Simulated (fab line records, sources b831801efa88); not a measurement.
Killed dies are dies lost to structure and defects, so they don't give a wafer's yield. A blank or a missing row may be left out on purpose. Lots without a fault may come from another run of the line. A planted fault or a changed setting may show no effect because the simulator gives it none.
Chamber matching | flow sky130 | SKY_FIELD_ISO_ETCH_15 on rie_diel-03: 4 sister chambers
The step etches the open film in CHF3/O2, stops on Si, target depth 180 nm, time 72 s. 18 wafers are shown with their chamber, then 9 later ones without.

WAFERS WITH THEIR CHAMBER
wafer  | chamber | drypump_motor_current_A (A) | throttle_valve_pct (%) | chf3_flow_sccm (sccm)
L554.3 | 3       | 6.7                         | 8.849                  | 50.33
L554.4 | 0       | 5.6                         | 8.851                  | 50.12
L554.5 | 2       | 5.1                         | 8.830                  | 50.05
L556.2 | 1       | 5.3                         | 8.840                  | 49.82
L556.5 | 1       | 5.3                         | 8.855                  | 49.86
L556.6 | 2       | 5.0                         | 8.846                  | 49.94
L557.2 | 2       | 5.0                         | 8.845                  | 50.20
L557.3 | 0       | 5.6                         | 8.839                  | 50.01
L557.6 | 1       | 5.3                         | 8.826                  | 50.14
L560.1 | 2       | 5.0                         | 8.856                  | 49.89
L560.2 | 3       | 6.7                         | 8.832                  | 49.96
L560.5 | 2       | 5.0                         | 8.857                  | 50.22
L561.2 | 1       | 5.3                         | 8.854                  | 49.98
L561.3 | 3       | 6.7                         | 8.836                  | 50.15
L561.6 | 3       | 6.7                         | 8.830                  | 50.16
L566.1 | 1       | 5.3                         | 8.848                  | 50.25
L566.3 | 2       | 5.1                         | 8.842                  | 50.06
L566.4 | 0       | 5.6                         | 8.845                  | 49.89

SIGNATURES (means of the wafers above)
reading                 | chamber 0 | chamber 1 | chamber 2 | chamber 3 | scatter within a chamber
drypump_motor_current_A | 5.600     | 5.300     | 5.033     | 6.700     | 0.0309
throttle_valve_pct      | 8.84500   | 8.84460   | 8.84600   | 8.83675   | 0.00986
chf3_flow_sccm          | 50.0067   | 50.0100   | 50.0600   | 50.1500   | 0.151
Rule: a wafer's distance from a chamber is the root of the sum, over the readings, of the square of ((its reading less the chamber's mean) divided by the reading's scatter). The wafer belongs to the nearest chamber; if the next one is less than 2 further off, it can't be placed. The scatter: the root of (the sum of the squares of (reading less its chamber's mean) over the shown wafers, divided by (wafers less chambers)).

WAFERS WITHOUT THEIR CHAMBER
wafer  | drypump_motor_current_A (A) | throttle_valve_pct (%) | chf3_flow_sccm (sccm)
L569.1 | 5.6                         | 8.861                  | 50.03
L569.3 | 5.3                         | 8.850                  | 49.98
L569.6 | 5.0                         | 8.851                  | 49.86
L570.1 | 6.7                         | 8.831                  | 49.97
L570.4 | 5.6                         | 8.853                  | 49.82
L570.5 | 5.6                         | 8.858                  | 50.09
L572.3 | 5.2                         | 8.844                  | 50.02
L572.4 | 5.0                         | 8.855                  | 50.03
L572.5 | 6.7                         | 8.841                  | 49.93

WHICH CHAMBER EACH WENT THROUGH
wafer  | from the rows above | in truth
L569.1 | 0                   | 0
L569.3 | 1                   | 1
L569.6 | 2                   | 2
L570.1 | 3                   | 3
L570.4 | 0                   | 0
L570.5 | 0                   | 0
L572.3 | 1                   | 1
L572.4 | 2                   | 2
L572.5 | 3                   | 3
Placed correctly: 9 of 9. Can't be placed from these rows: 0. Placed wrongly: 0.
